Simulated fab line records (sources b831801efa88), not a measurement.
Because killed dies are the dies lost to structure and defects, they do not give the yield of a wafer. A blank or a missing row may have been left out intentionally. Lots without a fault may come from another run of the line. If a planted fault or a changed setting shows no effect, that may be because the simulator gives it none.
fab line records + flow sky130
[record]
- lots = 13
- wafers = 39
- last-day = 51
route steps=708 shown DNWELL@43 PWDE@55 NWELL@76 VT_ADJUST_LVTN@101
lots that met no fault: from a run of the same line without faults
start-h: start of the lot's first displayed wafer, in hours after the record's first day + wait-h: how many hours have passed since the lot's step before this one + " same as the row above + L1.1+2: a single row standing in for several wafers + - either no value or no given start + * or withheld: withheld + < > ~ a bound
route shown NAME@n: a module of which the file shows steps, and the number in the route of the first + usual: average and standard deviation across the fault-free wafers + same: alike in all rows + chamber/n: place in a boat + sites: readings site by site + _std_site: how widely they spread, as a standard deviation + _edge_site: mean of outer sites minus mean of inner sites + radius-mm: how far each site lies from the wafer's centre + mask NAME#n: copy n + behind: the tool/chamber that last shaped the wafer + hold: what put the lot on hold/how long, in hours/how the hold closed + device: the transistor (n, p or np) that didn't switch + end of line: tests of these same wafers at the route's end + for a step that has no rows: nothing shown but its recipe + killed: at the first sort, the dies lost to defects and structure; wafer yield is something else + map: the dies of a wafer, with x for killed, . for not killed, _ for no die there
set.NAME: setting as actually run; set.NAME@STEP: the setting as run at that earlier step + model.NAME: the simulator's own value behind a step, which no gauge read
one table for each step of the route and one row for each wafer, over a sample of lots
services: when a tool's chamber went out of use (start-h, in hours from the record's first day, below 0 if earlier), for how many hours, and the reason
[[steps]]
[step SKY_DNWELL_STRIP_08]
[recipe]
- chemistry = O2/N2
- power-w = 1400
- pressure-mtorr = 1500
- platen-temp-c = withheld
- o2-flow-sccm = 3000
- n2-flow-sccm = 300
- overash-fraction = 0.5
[usual]
- drypump-motor-current-A = 5.8/0.49
- o2-flow-sccm = 3000/9.4
- oes-product-au = 0.722/0.0045
- strip-time-to-endpoint-s = 36.90/0.098
| lot.wafer | tool            | chamber | start-h | wait-h | drypump-motor-current-A | o2-flow-sccm | oes-product-au | rf-hours-counter-h | strip-time-to-endpoint-s |
|-----------|-----------------|---------|---------|--------|-------------------------|--------------|----------------|--------------------|--------------------------|
| L915.1    | plasma-asher-04 | 0       | 60.96   | 0.1    | 6.3                     | 3008         | 0.727          | 42                 | 37.06                    |
| L915.4    | "               | 1       | "       | "      | 6.0                     | 2986         | 0.724          | -                  | 37.17                    |
| L915.6    | "               | 1       | "       | "      | 6.0                     | 3003         | 0.722          | -                  | 36.97                    |
| L916.1    | plasma-asher-03 | 0       | 65.21   | 0.1    | 6.1                     | 3021         | 0.722          | 25                 | 36.95                    |
| L916.2    | "               | 1       | "       | "      | 6.1                     | 2995         | 0.727          | 25                 | 36.95                    |
| L916.4    | "               | 1       | "       | "      | 6.1                     | 2996         | 0.717          | -                  | 36.94                    |
| L917.4    | plasma-asher-02 | 1       | 70.96   | 0.1    | 5.2                     | 3016         | 0.715          | -                  | 36.85                    |
| L917.5    | "               | 1       | "       | "      | 5.2                     | 3007         | 0.725          | -                  | 36.85                    |
| L917.6    | "               | 0       | "       | "      | 5.2                     | 3001         | 0.717          | -                  | 36.77                    |
| L918.1    | plasma-asher-04 | 0       | 77.54   | 0.1    | 6.4                     | 2994         | 0.724          | 43                 | 36.79                    |
| L918.3    | "               | 0       | "       | "      | 6.4                     | 2995         | 0.713          | -                  | 36.81                    |
| L918.6    | "               | 0       | "       | "      | 6.4                     | 2999         | 0.722          | -                  | 36.76                    |
| L919.3    | plasma-asher-02 | 0       | 81.59   | 0.1    | 5.2                     | 2997         | 0.725          | -                  | 36.88                    |
| L919.5    | "               | 0       | "       | "      | 5.2                     | 2990         | 0.728          | -                  | 36.84                    |
| L919.6    | "               | 1       | "       | "      | 5.2                     | 2999         | 0.724          | -                  | 36.82                    |
| L920.2    | plasma-asher-02 | 0       | 86.69   | 0.1    | 5.2                     | 3014         | 0.722          | 42                 | 36.74                    |
| L920.4    | "               | 0       | "       | "      | 5.2                     | 2996         | 0.717          | -                  | 36.72                    |
| L920.5    | "               | 0       | "       | "      | 5.1                     | 3000         | 0.717          | -                  | 36.73                    |
| L921.1    | plasma-asher-04 | 1       | 90.72   | 0.1    | 6.0                     | 2998         | 0.717          | 45                 | 36.83                    |
| L921.2    | "               | 0       | "       | "      | 6.4                     | 3012         | 0.723          | 45                 | 36.88                    |
| L921.3    | "               | 0       | "       | "      | 6.4                     | 3012         | 0.729          | -                  | 36.92                    |
| L924.1    | plasma-asher-04 | 1       | 107.61  | 0.1    | 6.0                     | 2997         | 0.721          | 46                 | 36.97                    |
| L924.4    | "               | 0       | "       | "      | 6.4                     | 2987         | 0.721          | -                  | 36.89                    |
| L924.6    | "               | 1       | "       | "      | 6.0                     | 2991         | 0.723          | -                  | 37.07                    |
| L928.3    | plasma-asher-02 | 1       | 130.87  | 0.1    | 5.2                     | 2992         | 0.728          | -                  | 36.98                    |
| L928.4    | "               | 0       | "       | "      | 5.2                     | 3000         | 0.712          | -                  | 37.00                    |
| L928.5    | "               | 0       | "       | "      | 5.2                     | 3000         | 0.723          | -                  | 37.09                    |
| L930.3    | plasma-asher-02 | 1       | 142.84  | 0.1    | 5.2                     | 3018         | 0.720          | -                  | 36.82                    |
| L930.4    | "               | 0       | "       | "      | 5.2                     | 2996         | 0.727          | -                  | 36.84                    |
| L930.5    | "               | 1       | "       | "      | 5.2                     | 3022         | 0.731          | -                  | 36.82                    |
| L931.1    | plasma-asher-02 | 0       | 148.11  | 0.1    | 5.2                     | 2996         | 0.726          | 4                  | 36.90                    |
| L931.3    | "               | 1       | "       | "      | 5.2                     | 3005         | 0.725          | -                  | 36.94                    |
| L931.6    | "               | 0       | "       | "      | 5.2                     | 2990         | 0.717          | -                  | 36.90                    |
| L934.2    | plasma-asher-04 | 0       | 162.22  | 0.1    | 6.4                     | 3018         | 0.711          | 51                 | 37.01                    |
| L934.3    | "               | 0       | "       | "      | 6.4                     | 3011         | 0.712          | -                  | 36.89                    |
| L934.4    | "               | 1       | "       | "      | 6.0                     | 3008         | 0.723          | -                  | 36.98                    |
| L937.1    | plasma-asher-04 | 1       | 175.56  | 0.1    | 6.0                     | 2999         | 0.725          | 52                 | 36.90                    |
| L937.3    | "               | 0       | "       | "      | 6.4                     | 3000         | 0.718          | -                  | 37.05                    |
| L937.4    | "               | 1       | "       | "      | 6.1                     | 3004         | 0.724          | -                  | 36.94                    |
[step SKY_PWDE_TW_MEAS_10]
[usual]
- PWDE_TW = 371/5
| lot.wafer | tool          | chamber | start-h | wait-h | PWDE_TW |
|-----------|---------------|---------|---------|--------|---------|
| L915.1    | film-metro-01 | -       | 77.97   | 0.1    | 365     |
| L915.4    | "             | -       | "       | "      | 366     |
| L915.6    | "             | -       | "       | "      | 367     |
| L916.1    | film-metro-02 | -       | 82.52   | 0.1    | 371     |
| L916.2    | "             | -       | "       | "      | 371     |
| L916.4    | "             | -       | "       | "      | 373     |
| L917.4    | film-metro-03 | -       | 88.60   | 0.1    | 375     |
| L917.5    | "             | -       | "       | "      | 378     |
| L917.6    | "             | -       | "       | "      | 376     |
| L918.1    | film-metro-03 | -       | 96.25   | 0.1    | 377     |
| L918.3    | "             | -       | "       | "      | 378     |
| L918.6    | "             | -       | "       | "      | 376     |
| L919.3    | film-metro-01 | -       | 99.77   | 0.1    | 366     |
| L919.5    | "             | -       | "       | "      | 365     |
| L919.6    | "             | -       | "       | "      | 367     |
| L920.2    | film-metro-01 | -       | 105.13  | 0.1    | 365     |
| L920.4    | "             | -       | "       | "      | 364     |
| L920.5    | "             | -       | "       | "      | 366     |
| L921.1    | film-metro-03 | -       | 109.05  | 0.1    | 376     |
| L921.2    | "             | -       | "       | "      | 376     |
| L921.3    | "             | -       | "       | "      | 375     |
| L924.1    | film-metro-03 | -       | 127.12  | 0.1    | 376     |
| L924.4    | "             | -       | "       | "      | 378     |
| L924.6    | "             | -       | "       | "      | 378     |
| L928.3    | film-metro-02 | -       | 152.04  | 0.1    | 373     |
| L928.4    | "             | -       | "       | "      | 371     |
| L928.5    | "             | -       | "       | "      | 372     |
| L930.3    | film-metro-02 | -       | 163.29  | 0.1    | 371     |
| L930.4    | "             | -       | "       | "      | 373     |
| L930.5    | "             | -       | "       | "      | 371     |
| L931.1    | film-metro-01 | -       | 169.32  | 0.1    | 365     |
| L931.3    | "             | -       | "       | "      | 365     |
| L931.6    | "             | -       | "       | "      | 365     |
| L934.2    | film-metro-01 | -       | 183.81  | 0.1    | 364     |
| L934.3    | "             | -       | "       | "      | 367     |
| L934.4    | "             | -       | "       | "      | 365     |
| L937.1    | film-metro-03 | -       | 198.12  | 0.1    | 376     |
| L937.3    | "             | -       | "       | "      | 378     |
| L937.4    | "             | -       | "       | "      | 377     |
[step SKY_NWELL_OVL_MEAS_23]
[usual]
- NWELL_01_OVL = -0.1/1.1
| lot.wafer | tool       | chamber | start-h | wait-h | NWELL_01_OVL[nm] |
|-----------|------------|---------|---------|--------|------------------|
| L915.1    | overlay-02 | -       | 115.73  | -      | -0.6             |
| L915.4    | "          | -       | "       | "      | 0.9              |
| L915.6    | "          | -       | "       | "      | -0.4             |
| L916.1    | overlay-01 | -       | 119.96  | -      | -1.3             |
| L916.2    | "          | -       | "       | "      | 0.6              |
| L916.4    | "          | -       | "       | "      | -0.9             |
| L917.4    | overlay-02 | -       | 126.28  | -      | -0.5             |
| L917.5    | "          | -       | "       | "      | -2.6             |
| L917.6    | "          | -       | "       | "      | -1.6             |
| L918.1    | overlay-01 | -       | 134.56  | -      | -0.9             |
| L918.3    | "          | -       | "       | "      | -1.6             |
| L918.6    | "          | -       | "       | "      | 0.1              |
| L919.3    | overlay-01 | -       | 137.54  | -      | -0.9             |
| L919.5    | "          | -       | "       | "      | -0.7             |
| L919.6    | "          | -       | "       | "      | 0.3              |
| L920.2    | overlay-02 | -       | 143.59  | -      | 1.1              |
| L920.4    | "          | -       | "       | "      | -0.2             |
| L920.5    | "          | -       | "       | "      | 0.0              |
| L921.1    | overlay-01 | -       | 148.57  | -      | -0.3             |
| L921.2    | "          | -       | "       | "      | 2.1              |
| L921.3    | "          | -       | "       | "      | 2.6              |
| L924.1    | overlay-02 | -       | 168.68  | -      | -1.0             |
| L924.4    | "          | -       | "       | "      | -0.2             |
| L924.6    | "          | -       | "       | "      | -0.5             |
| L928.3    | overlay-01 | -       | 195.38  | -      | 0.9              |
| L928.4    | "          | -       | "       | "      | -2.0             |
| L928.5    | "          | -       | "       | "      | -1.9             |
| L930.3    | overlay-02 | -       | 208.32  | -      | 1.0              |
| L930.4    | "          | -       | "       | "      | 1.8              |
| L930.5    | "          | -       | "       | "      | 3.0              |
| L931.1    | overlay-01 | -       | 214.27  | -      | -0.7             |
| L931.3    | "          | -       | "       | "      | -1.7             |
| L931.6    | "          | -       | "       | "      | 0.0              |
| L934.2    | overlay-02 | -       | 230.03  | -      | 1.1              |
| L934.3    | "          | -       | "       | "      | -0.2             |
| L934.4    | "          | -       | "       | "      | 0.1              |
| L937.1    | overlay-01 | -       | 245.37  | -      | 1.3              |
| L937.3    | "          | -       | "       | "      | 0.9              |
| L937.4    | "          | -       | "       | "      | 0.3              |
[step SKY_VT_ADJUST_LVTN_EXPOSE_04]
[recipe]
- mask-id = NWM_COMPLEMENT_LESS_NATIVE
- na = 0.6
- source-shape = conventional
- sigma-outer = 0.6
- polarization = unpolarized
- target-cd-nm = 840
- dose-mj = 194
[usual]
- stage-vel-mm-s = 499.92/0.22
| lot.wafer | tool             | chamber | start-h | wait-h | mask                         | stage-vel-mm-s |
|-----------|------------------|---------|---------|--------|------------------------------|----------------|
| L915.1    | iline-stepper-01 | 0       | 146.91  | -      | NWM_COMPLEMENT_LESS_NATIVE#0 | 500.03         |
| L915.4    | "                | 0       | "       | "      | NWM_COMPLEMENT_LESS_NATIVE#0 | 499.93         |
| L915.6    | "                | 0       | "       | "      | NWM_COMPLEMENT_LESS_NATIVE#0 | 499.81         |
| L916.1    | iline-stepper-02 | 0       | 151.25  | -      | NWM_COMPLEMENT_LESS_NATIVE#0 | 499.96         |
| L916.2    | "                | 0       | "       | "      | NWM_COMPLEMENT_LESS_NATIVE#0 | 499.80         |
| L916.4    | "                | 0       | "       | "      | NWM_COMPLEMENT_LESS_NATIVE#0 | 499.64         |
| L917.4    | iline-stepper-02 | 0       | 157.68  | -      | NWM_COMPLEMENT_LESS_NATIVE#0 | 499.55         |
| L917.5    | "                | 0       | "       | "      | NWM_COMPLEMENT_LESS_NATIVE#0 | 499.77         |
| L917.6    | "                | 0       | "       | "      | NWM_COMPLEMENT_LESS_NATIVE#0 | 500.04         |
| L918.1    | iline-stepper-01 | 0       | 167.06  | -      | NWM_COMPLEMENT_LESS_NATIVE#0 | 499.70         |
| L918.3    | "                | 0       | "       | "      | NWM_COMPLEMENT_LESS_NATIVE#0 | 499.88         |
| L918.6    | "                | 0       | "       | "      | NWM_COMPLEMENT_LESS_NATIVE#0 | 499.88         |
| L919.3    | iline-stepper-02 | 0       | 169.97  | -      | NWM_COMPLEMENT_LESS_NATIVE#0 | 500.00         |
| L919.5    | "                | 0       | "       | "      | NWM_COMPLEMENT_LESS_NATIVE#0 | 500.08         |
| L919.6    | "                | 0       | "       | "      | NWM_COMPLEMENT_LESS_NATIVE#0 | 500.09         |
| L920.2    | iline-stepper-02 | 0       | 175.20  | -      | NWM_COMPLEMENT_LESS_NATIVE#0 | 500.21         |
| L920.4    | "                | 0       | "       | "      | NWM_COMPLEMENT_LESS_NATIVE#0 | 499.93         |
| L920.5    | "                | 0       | "       | "      | NWM_COMPLEMENT_LESS_NATIVE#0 | 500.08         |
| L921.1    | iline-stepper-02 | 0       | 181.79  | -      | NWM_COMPLEMENT_LESS_NATIVE#0 | 499.48         |
| L921.2    | "                | 0       | "       | "      | NWM_COMPLEMENT_LESS_NATIVE#0 | 499.51         |
| L921.3    | "                | 0       | "       | "      | NWM_COMPLEMENT_LESS_NATIVE#0 | 499.69         |
| L924.1    | iline-stepper-01 | 0       | 202.14  | -      | HVTPM#0                      | 500.19         |
| L924.4    | "                | 0       | "       | "      | HVTPM#0                      | 499.86         |
| L924.6    | "                | 0       | "       | "      | HVTPM#0                      | 500.32         |
| L928.3    | iline-stepper-02 | 0       | 231.27  | -      | NWM_COMPLEMENT_LESS_NATIVE#0 | 500.15         |
| L928.4    | "                | 0       | "       | "      | NWM_COMPLEMENT_LESS_NATIVE#0 | 499.87         |
| L928.5    | "                | 0       | "       | "      | NWM_COMPLEMENT_LESS_NATIVE#0 | 499.73         |
| L930.3    | iline-stepper-02 | 0       | 244.77  | -      | NWM_COMPLEMENT_LESS_NATIVE#0 | 500.05         |
| L930.4    | "                | 0       | "       | "      | NWM_COMPLEMENT_LESS_NATIVE#0 | 499.35         |
| L930.5    | "                | 0       | "       | "      | NWM_COMPLEMENT_LESS_NATIVE#0 | 499.64         |
| L931.1    | iline-stepper-02 | 0       | 250.72  | -      | NWM_COMPLEMENT_LESS_NATIVE#0 | 499.71         |
| L931.3    | "                | 0       | "       | "      | NWM_COMPLEMENT_LESS_NATIVE#0 | 500.11         |
| L931.6    | "                | 0       | "       | "      | NWM_COMPLEMENT_LESS_NATIVE#0 | 500.16         |
| L934.2    | iline-stepper-02 | 0       | 276.31  | -      | NWM_COMPLEMENT_LESS_NATIVE#0 | 500.06         |
| L934.3    | "                | 0       | "       | "      | NWM_COMPLEMENT_LESS_NATIVE#0 | 499.82         |
| L934.4    | "                | 0       | "       | "      | NWM_COMPLEMENT_LESS_NATIVE#0 | 499.97         |
| L937.1    | iline-stepper-02 | 0       | 289.23  | -      | NWM_COMPLEMENT_LESS_NATIVE#0 | 500.14         |
| L937.3    | "                | 0       | "       | "      | NWM_COMPLEMENT_LESS_NATIVE#0 | 500.06         |
| L937.4    | "                | 0       | "       | "      | NWM_COMPLEMENT_LESS_NATIVE#0 | 500.34         |
[step SKY_VT_ADJUST_LVTN_OVL_MEAS_07]
[usual]
- VT_ADJUST_LVTN_OVL = -0.3/1.5
| lot.wafer | tool       | chamber | start-h | wait-h | VT_ADJUST_LVTN_OVL[nm] |
|-----------|------------|---------|---------|--------|------------------------|
| L915.1    | overlay-01 | -       | 157.24  | -      | 0.7                    |
| L915.4    | "          | -       | "       | "      | -0.4                   |
| L915.6    | "          | -       | "       | "      | 0.9                    |
| L916.1    | overlay-02 | -       | 161.72  | -      | -3.2                   |
| L916.2    | "          | -       | "       | "      | -2.9                   |
| L916.4    | "          | -       | "       | "      | -1.9                   |
| L917.4    | overlay-01 | -       | 168.50  | -      | 0.1                    |
| L917.5    | "          | -       | "       | "      | 0.8                    |
| L917.6    | "          | -       | "       | "      | 1.3                    |
| L918.1    | overlay-02 | -       | 177.57  | -      | 0.0                    |
| L918.3    | "          | -       | "       | "      | 1.0                    |
| L918.6    | "          | -       | "       | "      | 0.5                    |
| L919.3    | overlay-01 | -       | 180.13  | -      | 0.0                    |
| L919.5    | "          | -       | "       | "      | 1.7                    |
| L919.6    | "          | -       | "       | "      | 0.5                    |
| L920.2    | overlay-02 | -       | 185.37  | -      | -0.4                   |
| L920.4    | "          | -       | "       | "      | -2.0                   |
| L920.5    | "          | -       | "       | "      | -0.7                   |
| L921.1    | overlay-02 | -       | 192.69  | -      | -1.0                   |
| L921.2    | "          | -       | "       | "      | -2.6                   |
| L921.3    | "          | -       | "       | "      | 0.8                    |
| L924.1    | overlay-02 | -       | 213.36  | -      | -                      |
| L924.4    | "          | -       | "       | "      | -                      |
| L924.6    | "          | -       | "       | "      | -                      |
| L928.3    | overlay-02 | -       | 243.13  | -      | -0.6                   |
| L928.4    | "          | -       | "       | "      | 0.1                    |
| L928.5    | "          | -       | "       | "      | -0.3                   |
| L930.3    | overlay-01 | -       | 255.95  | -      | -2.7                   |
| L930.4    | "          | -       | "       | "      | -2.2                   |
| L930.5    | "          | -       | "       | "      | -1.0                   |
| L931.1    | overlay-02 | -       | 262.53  | -      | -0.4                   |
| L931.3    | "          | -       | "       | "      | -1.3                   |
| L931.6    | "          | -       | "       | "      | -1.8                   |
| L934.2    | overlay-02 | -       | 284.78  | -      | -3.6                   |
| L934.3    | "          | -       | "       | "      | -1.8                   |
| L934.4    | "          | -       | "       | "      | -3.1                   |
| L937.1    | overlay-01 | -       | 304.02  | -      | 2.3                    |
| L937.3    | "          | -       | "       | "      | 0.1                    |
| L937.4    | "          | -       | "       | "      | -0.7                   |
[step SKY_VT_ADJUST_LVTN_TW_MEAS_10]
[usual]
- VT_ADJUST_LVTN_TW = 241.8/2.1
| lot.wafer | tool          | chamber | start-h | wait-h | VT_ADJUST_LVTN_TW |
|-----------|---------------|---------|---------|--------|-------------------|
| L915.1    | film-metro-03 | -       | 157.52  | 0.1    | 243.6             |
| L915.4    | "             | -       | "       | "      | 242.8             |
| L915.6    | "             | -       | "       | "      | 241.9             |
| L916.1    | film-metro-04 | -       | 162.01  | 0.1    | 245.7             |
| L916.2    | "             | -       | "       | "      | 244.2             |
| L916.4    | "             | -       | "       | "      | 244.9             |
| L917.4    | film-metro-02 | -       | 168.80  | 0.1    | 238.3             |
| L917.5    | "             | -       | "       | "      | 240.0             |
| L917.6    | "             | -       | "       | "      | 240.8             |
| L918.1    | film-metro-03 | -       | 177.86  | 0.1    | 243.4             |
| L918.3    | "             | -       | "       | "      | 242.6             |
| L918.6    | "             | -       | "       | "      | 242.3             |
| L919.3    | film-metro-02 | -       | 180.43  | 0.1    | 241.2             |
| L919.5    | "             | -       | "       | "      | 240.1             |
| L919.6    | "             | -       | "       | "      | 240.5             |
| L920.2    | film-metro-04 | -       | 185.66  | 0.1    | 243.0             |
| L920.4    | "             | -       | "       | "      | 242.0             |
| L920.5    | "             | -       | "       | "      | 242.8             |
| L921.1    | film-metro-02 | -       | 192.97  | 0.1    | 240.0             |
| L921.2    | "             | -       | "       | "      | 239.6             |
| L921.3    | "             | -       | "       | "      | 239.9             |
| L924.1    | film-metro-02 | -       | 213.65  | 0.1    | 30.0              |
| L924.4    | "             | -       | "       | "      | 29.9              |
| L924.6    | "             | -       | "       | "      | 29.8              |
| L928.3    | film-metro-02 | -       | 243.43  | 0.1    | 240.2             |
| L928.4    | "             | -       | "       | "      | 241.3             |
| L928.5    | "             | -       | "       | "      | 238.9             |
| L930.3    | film-metro-02 | -       | 256.24  | 0.1    | 239.5             |
| L930.4    | "             | -       | "       | "      | 239.9             |
| L930.5    | "             | -       | "       | "      | 240.3             |
| L931.1    | film-metro-02 | -       | 262.82  | 0.1    | 240.6             |
| L931.3    | "             | -       | "       | "      | 239.1             |
| L931.6    | "             | -       | "       | "      | 240.3             |
| L934.2    | film-metro-03 | -       | 285.07  | 0.1    | 242.9             |
| L934.3    | "             | -       | "       | "      | 242.9             |
| L934.4    | "             | -       | "       | "      | 242.6             |
| L937.1    | film-metro-04 | -       | 304.31  | 0.1    | 244.0             |
| L937.3    | "             | -       | "       | "      | 243.9             |
| L937.4    | "             | -       | "       | "      | 244.4             |
[[services]]
| tool             | chamber | start-h | hours | kind                    |
|------------------|---------|---------|-------|-------------------------|
| plasma-asher-03  | -       | 37.64   | 2.8   | pm                      |
| iline-stepper-01 | -       | 45.14   | 2.1   | pm                      |
| iline-stepper-01 | -       | 47.23   | -     | consumable-replace:lamp |
| iline-stepper-01 | -       | 59.18   | 1.7   | pm                      |
| iline-stepper-02 | -       | 71.82   | 11.1  | repair                  |
| plasma-asher-02  | -       | 108.75  | 9.0   | pm                      |
| plasma-asher-02  | 0       | 108.75  | 9.0   | vent-cycle              |
| plasma-asher-02  | 1       | 108.75  | 9.0   | vent-cycle              |
| iline-stepper-02 | 0       | 114.99  | -     | calibration             |
| plasma-asher-02  | 0       | 117.75  | -     | clean                   |
| plasma-asher-02  | 1       | 117.75  | -     | clean                   |
| plasma-asher-04  | -       | 136.42  | 14.6  | pm                      |
| iline-stepper-01 | 0       | 181.21  | -     | calibration             |
| plasma-asher-04  | -       | 182.04  | 1.4   | repair                  |
| plasma-asher-04  | -       | 193.02  | 4.3   | repair                  |
| plasma-asher-02  | -       | 216.41  | 1.1   | repair                  |
| iline-stepper-01 | -       | 232.37  | 30.8  | repair                  |
| iline-stepper-01 | -       | 251.11  | 20.4  | repair                  |
| iline-stepper-02 | -       | 252.75  | 1.4   | repair                  |
| iline-stepper-02 | -       | 257.57  | 18.4  | repair                  |
| iline-stepper-01 | -       | 277.26  | 1.7   | pm                      |
[[key]]
[first-sign]
- step = SKY_VT_ADJUST_LVTN_EXPOSE_04
- reading = mask
- direction = changed
[effect]
- step = SKY_VT_ADJUST_LVTN_OVL_MEAS_07
- reading = VT_ADJUST_LVTN_OVL
- direction = missing
[effect]
- step = SKY_VT_ADJUST_LVTN_TW_MEAS_10
- reading = VT_ADJUST_LVTN_TW
- direction = down
- sigmas = 99+
- usual = 241.8
- struck = 29.9
met-at SKY_VT_ADJUST_LVTN_EXPOSE_04
struck-lots L924
sort-left-out L924.1,L924.4,L924.6
tester-left-out L924
not-acting-at SKY_DNWELL_STRIP_08,SKY_PWDE_TW_MEAS_10,SKY_NWELL_OVL_MEAS_23
onset-between 167.06 202.14
[fault]
- kind = wrong-mask
- tool = any
- chamber = -
- onset-h = 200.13
- steps = SKY_VT_ADJUST_LVTN_EXPOSE_04
- aux-copy = HVTPM#0
- scope = struck-lots-only
// tester-left-out: of these lots the tester's yield and bins aren't shown, on N5 and GAA mostly nor the transistor test; their killed dies are dies lost to structure and defects alone, not to doping, threshold or leakage, so they don't give the yield
// sort-left-out: the simulated sort isn't trusted on such a fault, so these wafers' sort isn't shown, and their yield isn't known
